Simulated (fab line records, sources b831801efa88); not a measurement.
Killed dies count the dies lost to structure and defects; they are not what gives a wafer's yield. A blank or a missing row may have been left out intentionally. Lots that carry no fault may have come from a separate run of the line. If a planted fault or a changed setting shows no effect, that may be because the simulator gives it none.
What tool caused it? ; flow gf180mcu ; 33 wafers from 11 lots sampled at 3 of the route's 602 steps

## WHAT THE GAUGES SHOWED, per wafer
GF_HV_LDD_THK_MEAS_57.
lot;measured;on;HV_LDD_CVD_56_THK (nm)
L969;day 12 11:00;filmMetro-02;90.0 90.8 89.9
L970;day 12 19:01;filmMetro-01;89.5 89.2 89.3
L973;day 13 20:51;filmMetro-01;90.4 89.7 90.9
L976;day 14 19:26;filmMetro-03;90.1 91.0 90.9
L978;day 15 13:22;filmMetro-02;88.7 89.0 88.6
L980;day 16 04:48;filmMetro-01;88.5 87.8 88.4
L982;day 16 20:44;filmMetro-01;91.5 90.9 90.7
L983;day 17 12:47;filmMetro-03;88.6 89.1 89.4
L985;day 17 19:27;filmMetro-01;88.2 88.9 89.5
L992;day 20 01:51;filmMetro-03;71.2 71.9 71.9
L991;day 20 07:12;filmMetro-02;72.2 72.5 72.7

## TOOL THAT RAN EACH LOT (tool first, then ch and the chambers of the sampled wafers, then the start)
lot;GF_HV_LDD_RTA_52;GF_HV_LDD_CVD_56
L969;rtpAnneal-01 ch 0, day 12 08:19;lpcvd-02 ch 0, day 12 09:34
L970;rtpAnneal-01 ch 0, day 12 15:37;lpcvd-01 ch 1, day 12 16:52
L973;rtpAnneal-01 ch 0, day 13 18:10;lpcvd-02 ch 1, day 13 19:25
L976;rtpAnneal-01 ch 0, day 14 15:28;lpcvd-02 ch 1, day 14 17:59
L978;rtpAnneal-01 ch 0, day 15 10:10;lpcvd-01 ch 1, day 15 11:56
L980;rtpAnneal-01 ch 0, day 16 02:07;lpcvd-01 ch 1, day 16 03:22
L982;rtpAnneal-01 ch 0, day 16 18:02;lpcvd-02 ch 1, day 16 19:18
L983;rtpAnneal-01 ch 0, day 17 10:05;lpcvd-02 ch 0, day 17 11:20
L985;rtpAnneal-02 ch 0, day 17 16:45;lpcvd-01 ch 1, day 17 18:01
L992;rtpAnneal-02 ch 0, day 19 23:09;lpcvd-02 ch 0, day 20 00:25
L991;rtpAnneal-02 ch 0, day 20 04:30;lpcvd-02 ch 1, day 20 05:46
- GF_HV_LDD_RTA_52: time 10 s.
- GF_HV_LDD_CVD_56: deposits Si3N4 from DCS/NH3, target thk 90 nm, time 1543 s.

## THE ANSWER, worked out from the rows above alone
Rule: what is usual is taken from the lots themselves. Put in order of their means at a reading, lots are off if they are a third of the lots or fewer, leave a main group of 4 or more, and stand apart from it by a gap of 3 or more times the standard deviation of the main group's means; of several such gaps the widest counts. Not used: any main group whose means are identical at the precision the tables above print for the reading. Also off: a lot with no number at a reading for which 4 or more lots have one. Where the step has rows for the other lots, those lots are counted as sound.
Off: L992, L991, seen at GF_HV_LDD_THK_MEAS_57 (HV_LDD_CVD_56_THK). Mean 89.6 nm and standard deviation 0.92 in the main group.
If a tool, at a process step before that reading, ran all the lots that are off and no sound lot after the first of them, it fits. Gauges at GF_HV_LDD_THK_MEAS_57: tried the same way as those tools. This does not decide it: 2 tools fit, namely rtpAnneal-02 at GF_HV_LDD_RTA_52 and lpcvd-02 at GF_HV_LDD_CVD_56.

## WHAT THE SIMULATOR HAD PUT IN
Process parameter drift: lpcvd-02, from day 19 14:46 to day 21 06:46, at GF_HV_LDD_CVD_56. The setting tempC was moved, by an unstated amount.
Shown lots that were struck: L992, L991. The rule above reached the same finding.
